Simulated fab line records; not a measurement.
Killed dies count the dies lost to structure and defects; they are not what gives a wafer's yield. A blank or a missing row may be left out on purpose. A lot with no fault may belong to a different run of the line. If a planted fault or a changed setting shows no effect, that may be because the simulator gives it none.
What tool caused it? ; flow gf180mcu ; 11 lots with 33 wafers sampled at 3 steps, on a route of 602 steps

## WHAT EACH GAUGE READ, for each wafer
GF_NSD_TW_MEAS_12.
lot;measured;on;NSD_TW
L105;day 14 13:46;film-metro-04;4323 4296 4295
L106;day 14 21:23;film-metro-01;4251 4288 4269
L107;day 15 02:13;film-metro-03;4209 4216 4207
L108;day 15 15:22;film-metro-01;4290 4282 4278
L109;day 15 19:44;film-metro-03;4220 4223 4195
L110;day 15 23:35;film-metro-03;3833 3821 3835
L111;day 16 12:14;film-metro-01;3867 3865 3877
L119;day 19 03:47;film-metro-04;4284 4302 4292
L122;day 20 08:44;film-metro-03;4202 4231 4224
L123;day 20 10:37;film-metro-04;4314 4288 4293
L125;day 21 13:50;film-metro-03;4181 4187 4214

## WHAT TOOL EACH LOT RAN ON (gives the tool, then ch and the chambers of the sampled wafers, and finally the start)
lot;GF_NSD_IMPLANT_09;GF_NSD_STRIP_11
L105;implanter-04 ch 0, day 14 13:22;plasma-asher-03 ch 0,1, day 14 13:40
L106;implanter-01 ch 0, day 14 20:59;plasma-asher-02 ch 0,1, day 14 21:17
L107;implanter-03 ch 0, day 15 01:49;plasma-asher-03 ch 0,1, day 15 02:07
L108;implanter-01 ch 0, day 15 14:59;plasma-asher-03 ch 0,1, day 15 15:16
L109;implanter-04 ch 0, day 15 19:20;plasma-asher-02 ch 0, day 15 19:38
L110;implanter-01 ch 0, day 15 23:12;plasma-asher-03 ch 0,1, day 15 23:28
L111;implanter-01 ch 0, day 16 11:51;plasma-asher-03 ch 0,1, day 16 12:08
L119;implanter-04 ch 0, day 19 03:24;plasma-asher-04 ch 0,1, day 19 03:40
L122;implanter-04 ch 0, day 20 08:20;plasma-asher-04 ch 0,1, day 20 08:38
L123;implanter-04 ch 0, day 20 10:13;plasma-asher-02 ch 0,1, day 20 10:31
L125;implanter-03 ch 0, day 21 13:27;plasma-asher-04 ch 0,1, day 21 13:43
- GF_NSD_IMPLANT_09
- GF_NSD_STRIP_11: strips in O2/N2.

## THE ANSWER, worked out from the rows above alone
Rule: the lots themselves supply what counts as usual. The widest of any qualifying gaps counts: lots, ordered by their means at a reading, are off when they make up no more than a third of the lots, leave a main group of 4 or more, and stand apart from it by 3 or more times the standard deviation of that group's means. A main group is skipped when, at the precision printed for the reading in the tables above, its means are all equal. A lot without any number at a reading at which 4 lots or more have one is off too. Any other lot the step has rows for is counted as sound.
Off: at GF_NSD_TW_MEAS_12 (NSD_TW), L110, L111. Main group: mean 4254, sd 42.
If a tool, at a process step before that reading, ran all the lots that are off and no sound lot after the first of them, it fits. Gauges at GF_NSD_TW_MEAS_12: tried the same way as those tools. Undecided on this evidence; 2 tools fit (implanter-01 at GF_NSD_IMPLANT_09, plasma-asher-03 at GF_NSD_STRIP_11).

## WHAT THE SIMULATOR HAD PUT IN
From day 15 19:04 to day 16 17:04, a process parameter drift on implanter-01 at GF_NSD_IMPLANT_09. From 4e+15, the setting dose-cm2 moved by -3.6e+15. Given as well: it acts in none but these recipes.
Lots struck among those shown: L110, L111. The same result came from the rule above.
